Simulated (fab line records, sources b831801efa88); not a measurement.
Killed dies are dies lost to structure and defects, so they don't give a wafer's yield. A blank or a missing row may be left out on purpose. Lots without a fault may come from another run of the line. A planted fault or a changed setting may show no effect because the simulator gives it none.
Problem report in the 8D (eight disciplines) form, filled by code | flow gf180mcu | the parts of the form that need people (team, actions taken, sign-off) are left out

1. THE PROBLEM
V3_W_RS at GF_V3_RS_MEAS_24 reads a mean of 0.369 ohm/sq on 4 wafers of 2 lots; wafers without a fault read 0.329 ohm/sq with a standard deviation of 0.0041. That is +9.8 standard deviations from the usual mean.
The step: measures by four-point-probe.
First seen on wafer L119.3, day 25 08:04, on film_metro-03. The record holds 36 wafers of 12 lots with a number at this step. Rule for "out", or "out of limits": more than 4 standard deviations from the usual mean. The other wafers with a number count as sound.

2. WHAT IT IS AND WHAT IT IS NOT
question                    | is                             | is not
which readings at this step | V3_W_RS                        | -
which lots                  | L119, L120                     | L112, L113, L115, L124, L129, L130, L131, L132, L133, L134
which wafers of those lots  | L119.3, L119.5, L120.2, L120.4 | L119.6, L120.5
read on which gauges        | film_metro-03                  | film_metro-01, film_metro-04
when                        | from day 25 08:04              | up to then (10 sound wafers); but 22 sound wafers of L120, L124, L129, L130, L131, L132, L133, L134 came after

3. SUSPECTS, AND WHAT RULES EACH OUT
Counting: a tool at a process step up to the reading stays a suspect if it ran every lot that is out. Sound lots after the first of them don't rule it out here, since some wafers of a struck lot are sound.
- the gauge at GF_V3_RS_MEAS_24: kept. All the wafers that are out were read on film_metro-03, and no step on other tools shows them out.
- cvd_w-01 at GF_V3_CVD_23 (deposits W, target thk 350 nm, time 104.9 s): kept. It ran every lot that is out, first L119 (day 25 07:58); its last sound lot up to then is L113 (day 23 06:23).
- Within cvd_w-01 at GF_V3_CVD_23: the wafers that are out ran in chamber 0; their sound lot-mates ran in chamber 1.
Left after counting: cvd_w-01 at GF_V3_CVD_23, film_metro-03 at GF_V3_RS_MEAS_24.

4. THE CAUSE (what the simulator had put in)
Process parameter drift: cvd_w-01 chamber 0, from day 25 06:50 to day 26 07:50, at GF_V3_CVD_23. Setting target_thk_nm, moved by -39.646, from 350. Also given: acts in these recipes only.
Counting left 2 suspects, and this tool is among them.

5. THE CHAIN OF EFFECTS, in route order
Each row: a reading whose mean over the struck wafers that have a number lies more than 3 standard deviations from the usual. Only readings for which the record gives a usual standard deviation are gone through. hours: the time from each lot's start at the first step in this table that gives one to its start at this step, as a median over the lots. sigmas: the change in usual standard deviations.
hours | step              | reading  | usual        | on struck wafers | change | sigmas
0     | GF_V3_RS_MEAS_24  | V3_W_RS  | 0.329 ohm/sq | 0.369            | +0.040 | +9.8
0     | GF_V3_THK_MEAS_25 | V3_W_THK | 343 nm       | 310              | -33    | -7.2

6. WHAT WOULD HAVE CAUGHT IT SOONER
In this record the first reading out of limits at a measuring or inspecting step was taken at day 25 08:04, 1 hour after the fault began at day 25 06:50.
Of the tool readings at GF_V3_CVD_23 for which the record gives a usual standard deviation, none was out on any struck wafer, so an alarm limit of 4 standard deviations on them would not have fired.
Of the lots that are out (2), L120 began GF_V3_CVD_23 on cvd_w-01 after day 25 08:04. A hold on the tool at that time would have spared it.
